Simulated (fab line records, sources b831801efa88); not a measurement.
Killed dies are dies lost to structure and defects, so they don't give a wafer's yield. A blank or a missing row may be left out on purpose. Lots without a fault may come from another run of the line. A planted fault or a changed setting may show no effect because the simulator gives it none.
fab line records | flow sky130
record lots=10 wafers=30 last_day=49
route steps=708 shown POLY_GATE@204 CONTACT@406
lots that met no fault: from a run of the same line without faults
start_h: hours from the record's first day to the start of the lot's first wafer shown | wait_h: hours since the lot's step before | " the same as in the row above | L1.1+2: a row that stands for several wafers | - no value, or no start given | * or withheld: withheld | < > ~ a bound
route shown NAME@n: a module of which the file shows steps, and the number in the route of the first | usual: mean/standard deviation of fault-free wafers | same: alike in all rows | chamber/n: place in a boat | sites: the reading at each site | _std_site: their standard deviation | _edge_site: outer sites' mean less inner sites' | radius_mm: how far each site lies from the wafer's centre | mask NAME#n: copy n | behind: the tool/chamber that last shaped the wafer | hold: why the lot was held/for how many hours/how that ended | device: the transistor (n, p or np) that didn't switch | end of line: the same wafers' tests at the end of the route | a step without rows: its recipe alone | killed: dies lost to structure and defects at the first sort, not the wafer's yield | map: a wafer's dies, x killed, . not, _ none there
set.NAME: the setting as run; set.NAME@STEP: as run at that earlier step | model.NAME: the simulator's own value behind a step, which no gauge read
steps of the route over a sample of lots; a table a step, a row a wafer
services: from which hour (start_h, from the record's first day; less than 0 if before it) a tool's chamber was out of use, for how many hours, and why
## steps
# step SKY_POLY_GATE_CVD_00
# recipe material=poly-Si target_thk_nm=180 temp_c=620 time_s=720 pressure_mtorr=200
# usual spike_tc_bottom_C=640.9/1.4 spike_tc_centre_C=620.4/1 spike_tc_lower_C=621.1/1.4 spike_tc_top_C=635.6/1.6 spike_tc_upper_C=620.2/1.5 susceptor_temp_C=620.01/0.28 zone_power_bottom_pct=13.9/1.1 zone_power_lower_pct=8.53/0.18
# columns lot.wafer tool chamber start_h wait_h spike_tc_bottom_C spike_tc_centre_C spike_tc_lower_C spike_tc_top_C spike_tc_upper_C susceptor_temp_C zone_power_bottom_pct zone_power_lower_pct
L710.3 lpcvd-01 1 319.43 0.0 640.7 621.0 622.1 636.2 620.4 620.29 12.9 8.37
L710.5 " 1 " " 640.9 618.6 622.2 638.4 622.0 620.15 12.8 8.43
L710.6 " 1 " " 641.2 620.7 622.4 635.3 620.2 620.45 13.0 8.40
L712.1 lpcvd-01 1 334.41 0.0 642.0 620.3 621.8 636.9 620.5 620.25 13.0 8.34
L712.4 " 1 " " 641.5 620.8 622.5 637.5 621.7 620.11 12.7 8.33
L712.6 " 1 " " 641.5 620.4 620.7 636.4 620.0 620.31 13.0 8.31
L713.2 lpcvd-01 1 334.41 0.0 641.0 618.8 620.6 636.2 621.6 620.06 13.0 8.28
L713.3 " 1 " " 641.8 620.8 622.0 636.1 620.9 619.95 13.1 8.32
L713.5 " 1 " " 642.5 619.4 622.4 636.1 620.7 619.65 13.0 8.40
L714.2 lpcvd-01 0 350.11 0.0 641.4 620.8 620.5 633.9 619.8 620.13 15.3 8.58
L714.3 " 0 " " 640.5 622.7 622.4 634.8 620.1 620.44 15.1 8.78
L714.5 " 0 " " 639.4 621.8 621.3 634.0 620.2 619.97 15.0 8.75
L716.4 lpcvd-01 1 369.20 0.0 641.4 620.2 622.4 637.3 621.3 620.23 13.0 8.30
L716.5 " 1 " " 641.4 620.2 622.1 635.7 621.1 620.36 12.8 8.38
L716.6 " 1 " " 641.7 618.6 623.7 637.1 622.7 619.87 13.0 8.59
L718.1 lpcvd-01 0 380.82 0.0 641.5 620.8 619.1 634.3 619.0 620.12 15.3 8.71
L718.2 " 0 " " 638.9 621.8 619.1 633.9 620.6 619.84 15.1 8.90
L718.4 " 0 " " 637.8 620.9 621.2 634.3 618.1 619.73 15.1 9.03
L717.1 lpcvd-01 1 382.35 0.0 643.1 621.1 621.8 637.4 620.0 619.74 12.8 8.34
L717.4 " 1 " " 640.4 620.5 621.3 636.6 621.1 619.52 12.7 8.35
L717.5 " 1 " " 642.5 619.2 622.4 636.8 620.8 619.78 12.9 8.48
L720.2 lpcvd-01 1 399.58 0.0 642.8 619.9 621.5 636.8 621.4 619.98 12.9 8.36
L720.4 " 1 " " 642.7 620.9 622.6 636.2 621.3 619.53 13.1 8.32
L720.5 " 1 " " 642.5 619.9 622.4 638.1 621.4 619.93 12.8 8.39
L729.4 lpcvd-01 1 485.54 0.0 627.9 604.6 607.4 622.4 605.6 604.87 12.4 8.04
L729.5 " 1 " " 627.8 606.4 608.1 623.2 607.1 605.39 12.3 8.16
L729.6 " 1 " " 626.2 604.4 606.6 621.9 606.4 605.28 12.4 8.06
L730.3 lpcvd-01 0 487.07 0.0 625.8 603.7 605.3 621.1 604.3 605.17 14.5 8.37
L730.5 " 0 " " 625.4 605.7 605.2 620.3 603.5 605.55 14.5 8.29
L730.6 " 0 " " 623.6 606.1 604.0 619.5 603.2 605.77 14.5 8.32
# step SKY_POLY_GATE_THK_MEAS_01
# recipe reads=poly-Si_of_POLY_GATE_CVD_00
# usual POLY_GATE_CVD_00_THK=180.8/1.7
# columns lot.wafer tool chamber start_h wait_h hold POLY_GATE_CVD_00_THK[nm]
L710.3 film_metro-04 - 320.65 0.0 - 175.6
L710.5 " - " " - 175.2
L710.6 " - " " - 174.7
L712.1 film_metro-04 - 335.61 0.0 - 180.8
L712.4 " - " " - 179.9
L712.6 " - " " - 181.0
L713.2 film_metro-01 - 335.62 0.0 - 179.5
L713.3 " - " " - 180.4
L713.5 " - " " - 179.8
L714.2 film_metro-04 - 351.32 0.0 - 182.5
L714.3 " - " " - 183.6
L714.5 " - " " - 183.0
L716.4 film_metro-01 - 370.43 0.0 - 181.4
L716.5 " - " " - 179.5
L716.6 " - " " - 180.0
L718.1 film_metro-03 - 382.02 0.0 - 181.1
L718.2 " - " " - 181.3
L718.4 " - " " - 180.3
L717.1 film_metro-03 - 383.56 0.0 - 180.4
L717.4 " - " " - 178.6
L717.5 " - " " - 179.0
L720.2 film_metro-03 - 400.79 0.0 - 179.9
L720.4 " - " " - 180.6
L720.5 " - " " - 181.3
L729.4 film_metro-03 - 486.77 0.0 await_dispo/0.2h/release 128.6
L729.5 " - " " await_dispo/0.2h/release 128.3
L729.6 " - " " await_dispo/0.2h/release 127.2
L729.4 film_metro-03 - 487.09 0.3 - 128.6
L729.5 " - " " - 128.4
L729.6 " - " " - 127.3
L730.3 film_metro-01 - 488.29 0.0 await_dispo/0.2h/release 130.2
L730.5 " - " " await_dispo/0.2h/release 128.5
L730.6 " - " " await_dispo/0.2h/release 127.0
L730.3 film_metro-01 - 488.52 0.2 - 130.3
L730.5 " - " " - 128.7
L730.6 " - " " - 127.1
# step SKY_POLY_GATE_ETCH_17
# recipe target_depth_nm=180 stop_on=SiO2 over_etch_frac=0.56667 chemistry=HBr/Cl2 target=poly-Si icp_w=400 bias_w=100 pressure_mtorr=10 HBr_flow_sccm=150 Cl2_flow_sccm=50 time_s=70.5
# usual drypump_motor_current_A=5.6/0.45 oes_product_au=0.989/0.007 throttle_valve_pct=33.685/0.0093
# columns lot.wafer tool chamber start_h wait_h drypump_motor_current_A oes_product_au rf_hours_counter_h throttle_valve_pct
L710.3 rie_si-01 3 377.76 0.0 5.5 0.966 75 33.704
L710.5 " 3 " " 5.5 0.982 - 33.674
L710.6 " 2 " " 6.1 0.967 - 33.683
L712.1 rie_si-01 0 394.69 0.0 5.1 0.985 6 33.684
L712.4 " 2 " " 6.1 0.985 22 33.686
L712.6 " 3 " " 5.5 0.991 - 33.677
L713.2 rie_si-02 3 395.04 0.0 6.3 0.977 2 33.678
L713.3 " 0 " " 5.9 0.989 1 33.686
L713.5 " 2 " " 5.4 0.994 - 33.698
L714.2 rie_si-02 2 410.26 0.0 5.4 0.990 1 33.688
L714.3 " 0 " " 5.9 0.988 1 33.676
L714.5 " 1 " " 5.2 0.994 - 33.673
L716.4 rie_si-02 0 431.75 0.0 5.9 0.988 1 33.693
L716.5 " 1 " " 5.2 0.990 - 33.685
L716.6 " 0 " " 5.9 0.987 - 33.691
L718.1 rie_si-01 1 443.25 0.0 5.0 0.993 57 33.702
L718.2 " 0 " " 5.1 0.988 7 33.700
L718.4 " 2 " " 6.1 0.993 22 33.688
L717.1 rie_si-01 2 447.57 0.0 6.1 0.999 22 33.686
L717.4 " 0 " " 5.1 0.981 7 33.669
L717.5 " 0 " " 5.1 0.986 - 33.697
L720.2 rie_si-01 1 463.10 0.0 5.0 0.991 57 33.684
L720.4 " 3 " " 5.5 0.992 0 33.694
L720.5 " 1 " " 5.0 0.997 - 33.677
L729.4 rie_si-02 0 549.41 0.0 6.0 0.787 1 33.684
L729.5 " 0 " " 5.9 0.789 - 33.685
L729.6 " 3 " " 6.3 0.791 - 33.684
L730.3 rie_si-01 1 550.85 0.0 5.0 0.799 0 33.693
L730.5 " 2 " " 6.1 0.786 - 33.683
L730.6 " 1 " " 5.0 0.787 - 33.679
# step SKY_CONTACT_CVD_00
# recipe material=Si3N4 target_thk_nm=75 temp_c=400 time_s=withheld rf_w=450
# usual heater_power_w=676/74 susceptor_temp_C=399.97/0.22
# columns lot.wafer tool chamber start_h wait_h heater_power_w susceptor_temp_C
L710.3 pecvd-04 1 712.72 0.0 533 400.02
L710.5 " 0 " " 716 400.07
L710.6 " 2 " " 639 400.09
L713.2 pecvd-03 2 728.99 0.0 726 400.02
L713.3 " 2 " " 737 399.89
L713.5 " 2 " " 718 399.87
L712.1 pecvd-02 2 729.67 0.0 675 400.01
L712.4 " 2 " " 671 399.77
L712.6 " 1 " " 807 400.12
L714.2 pecvd-04 0 740.95 0.0 662 400.39
L714.3 " 1 " " 505 399.89
L714.5 " 2 " " 664 399.71
L716.4 pecvd-04 1 761.64 0.0 505 399.91
L716.5 " 0 " " 609 400.24
L716.6 " 2 " " 640 400.05
L718.1 pecvd-03 1 775.28 0.0 750 399.71
L718.2 " 0 " " 673 400.10
L718.4 " 0 " " 679 399.75
L717.1 pecvd-02 1 776.45 0.0 835 400.21
L717.4 " 2 " " 562 399.89
L717.5 " 1 " " 854 400.21
L720.2 pecvd-03 1 787.63 0.0 716 400.17
L720.4 " 1 " " 718 400.32
L720.5 " 2 " " 694 400.30
L729.4 pecvd-02 0 864.51 0.0 660 399.98
L729.5 " 1 " " 759 399.93
L729.6 " 2 " " 691 400.31
L730.3 pecvd-03 2 865.84 0.0 751 399.99
L730.5 " 2 " " 765 399.77
L730.6 " 1 " " 705 399.90
# step SKY_CONTACT_BOW_MEAS_05
# recipe mode=bow
# usual CONTACT_BOW=82/7.2
# columns lot.wafer tool chamber start_h wait_h CONTACT_BOW[um]
L710.3 film_metro-03 - 713.28 0.3 81
L710.5 " - " " 77
L710.6 " - " " 83
L713.2 film_metro-02 - 729.55 0.1 77
L713.3 " - " " 71
L713.5 " - " " 83
L712.1 film_metro-04 - 730.19 0.1 86
L712.4 " - " " 80
L712.6 " - " " 82
L714.2 film_metro-04 - 741.58 0.3 81
L714.3 " - " " 85
L714.5 " - " " 85
L716.4 film_metro-04 - 762.21 0.3 88
L716.5 " - " " 81
L716.6 " - " " 93
L718.1 film_metro-02 - 775.80 0.1 83
L718.2 " - " " 80
L718.4 " - " " 69
L717.1 film_metro-02 - 776.97 0.2 87
L717.4 " - " " 93
L717.5 " - " " 79
L720.2 film_metro-04 - 788.17 0.2 71
L720.4 " - " " 73
L720.5 " - " " 84
L729.4 film_metro-02 - 865.08 0.3 83
L729.5 " - " " 94
L729.6 " - " " 92
L730.3 film_metro-03 - 866.40 0.2 72
L730.5 " - " " 90
L730.6 " - " " 74
# step SKY_CONTACT_OVL_MEAS_15
# usual CONTACT_OVL=-3/6.3
# columns lot.wafer tool chamber start_h wait_h CONTACT_OVL[nm]
L710.3 overlay-02 - 740.05 0.1 -2
L710.5 " - " " -5
L710.6 " - " " -9
L713.2 overlay-02 - 756.74 0.1 -1
L713.3 " - " " -5
L713.5 " - " " -15
L712.1 overlay-02 - 757.52 0.1 5
L712.4 " - " " 3
L712.6 " - " " 8
L714.2 overlay-02 - 769.24 0.1 2
L714.3 " - " " 4
L714.5 " - " " -1
L716.4 overlay-01 - 789.02 0.1 -9
L716.5 " - " " 3
L716.6 " - " " -8
L718.1 overlay-02 - 802.37 0.1 -6
L718.2 " - " " 7
L718.4 " - " " -2
L717.1 overlay-02 - 803.95 0.1 4
L717.4 " - " " 0
L717.5 " - " " -4
L720.2 overlay-02 - 814.20 0.1 10
L720.4 " - " " 2
L720.5 " - " " 3
L729.4 overlay-02 - 890.14 0.1 8
L729.5 " - " " 2
L729.6 " - " " 8
L730.3 overlay-01 - 891.36 0.1 -7
L730.5 " - " " -5
L730.6 " - " " -4
## services
# columns tool chamber start_h hours kind
pecvd-02 0 311.30 5.4 repair
pecvd-04 - 318.35 0.7 repair
rie_si-01 - 321.47 4.3 pm
pecvd-04 - 355.73 6.0 pm
pecvd-04 - 364.06 1.0 repair
pecvd-02 - 380.18 6.0 pm
rie_si-02 - 406.14 0.4 repair
pecvd-02 1 406.34 3.6 repair
pecvd-02 0 426.42 2.9 repair
pecvd-03 - 444.05 4.3 pm
pecvd-03 - 451.82 1.1 repair
pecvd-03 - 503.36 0.7 repair
rie_si-02 0 552.90 8.2 repair
lpcvd-01 - 565.07 2.8 pm
pecvd-03 2 595.61 3.6 repair
pecvd-03 - 650.76 6.0 pm
rie_si-01 - 685.86 14.6 pm
pecvd-03 1 709.76 16.7 repair
pecvd-03 - 721.17 0.7 repair
pecvd-03 - 742.40 2.8 pm
rie_si-01 - 769.08 2.8 pm
rie_si-01 - 808.59 0.5 repair
rie_si-02 0 827.72 5.7 repair
rie_si-01 - 840.98 0.4 repair
## key
first_sign step=SKY_POLY_GATE_CVD_00 reading=susceptor_temp_C direction=down sigmas=53 usual=* struck=*
effect step=SKY_POLY_GATE_CVD_00 reading=spike_tc_centre_C direction=down sigmas=15 usual=620.4 struck=605.1
effect step=SKY_POLY_GATE_THK_MEAS_01 reading=visit direction=added
effect step=SKY_POLY_GATE_THK_MEAS_01 reading=POLY_GATE_CVD_00_THK direction=down sigmas=31 usual=180.8 struck=128.3
effect step=SKY_POLY_GATE_ETCH_17 reading=oes_product_au direction=down sigmas=28 usual=0.989 struck=0.790
met_at SKY_POLY_GATE_CVD_00
struck_lots L729,L730
tester_left_out L729,L730
not_acting_at SKY_CONTACT_CVD_00,SKY_CONTACT_BOW_MEAS_05,SKY_CONTACT_OVL_MEAS_15
onset_between 399.58 485.54
fault kind=process_parameter_drift tool=lpcvd-01 chamber=- onset_h=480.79 steps=SKY_POLY_GATE_CVD_00 channel=temp_c offset=* shape=step end_h=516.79 stated=*
# tester_left_out: of these lots the tester's yield and bins aren't shown, on N5 and GAA mostly nor the transistor test; their killed dies are dies lost to structure and defects alone, not to doping, threshold or leakage, so they don't give the yield
